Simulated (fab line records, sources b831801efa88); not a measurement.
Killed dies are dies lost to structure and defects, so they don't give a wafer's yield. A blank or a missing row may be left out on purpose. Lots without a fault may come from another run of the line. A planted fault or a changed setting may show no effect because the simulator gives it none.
One fault seen from 2 desks | flow gf180mcu | each desk has only its own numbers; what lay behind them comes last

THE METROLOGY DESK
What the gauges read, lot by lot, whatever tool the lot ran on: means of the sampled wafers that have a number. A lot is out of limits, marked OUT, if its mean lies more than 4 standard deviations from the usual mean; the brackets give that distance.
Columns: A = M3_OVL at GF_M3_OVL_MEAS_15, usual -2 nm
lot  | first seen here | A
L956 | day 22 06:27    | -12
L957 | day 22 13:41    | -4
L959 | day 23 09:11    | 7
L960 | day 24 01:23    | 2
L961 | day 24 06:53    | -2
L964 | day 24 23:29    | -1
L969 | day 26 14:02    | 2
L970 | day 26 19:02    | -2
L971 | day 27 04:08    | 3
L972 | day 27 09:38    | -5
L973 | day 27 14:38    | -7
L974 | day 27 23:35    | 2
L976 | day 28 16:11    | -6
L978 | day 29 02:14    | 1
This desk's finding: nothing out of limits on any of the 14 lots.

THE TOOL OWNER'S DESK: litho_track-02
The tool's own readings at GF_V3_PEB_12 (peb time 90 s): means of the sampled wafers that have a number, for each lot that ran on this tool. A lot is out of limits, marked OUT, if its mean lies more than 4 standard deviations from the usual mean; the brackets give that distance.
Columns: A = chill_plate_temp_C at GF_V3_PEB_12, usual 23.00 C; B = heater_power_total_W at GF_V3_PEB_12, usual 85.70 W
lot  | first seen here | A     | B
L957 | day 23 13:30    | 23.07 | 85.70
L959 | day 24 08:59    | 22.96 | 85.73
L960 | day 25 00:36    | 23.03 | 86.63 (+11) OUT
L964 | day 25 21:49    | 23.00 | 86.63 (+11) OUT
L971 | day 28 00:24    | 23.14 | 85.72
L972 | day 28 06:19    | 23.08 | 85.77
L976 | day 29 12:36    | 22.97 | 85.69
L978 | day 29 21:58    | 23.03 | 85.64
This desk's finding: out of limits on L960, L964; first on L960, day 25 00:36 (heater_power_total_W at GF_V3_PEB_12). In limits: L957, L959, L971, L972, L976, L978.

PUT TOGETHER
The tool owner's desk could have raised an alarm at day 25 00:36, on L960, L964.
The metrology desk saw nothing out of limits.
The metrology desk has L960, L964 on record, within its limits.
Of the lots named, all ran GF_V3_PEB_12 on litho_track-02.

WHAT THE SIMULATOR HAD PUT IN
Process parameter drift: litho_track-02, from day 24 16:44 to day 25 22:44, at GF_V3_PEB_12. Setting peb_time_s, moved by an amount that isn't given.
Lots struck among those shown: L960, L964.
Hours from the fault's start to each desk's first reading out of limits: the tool owner's desk, 8.
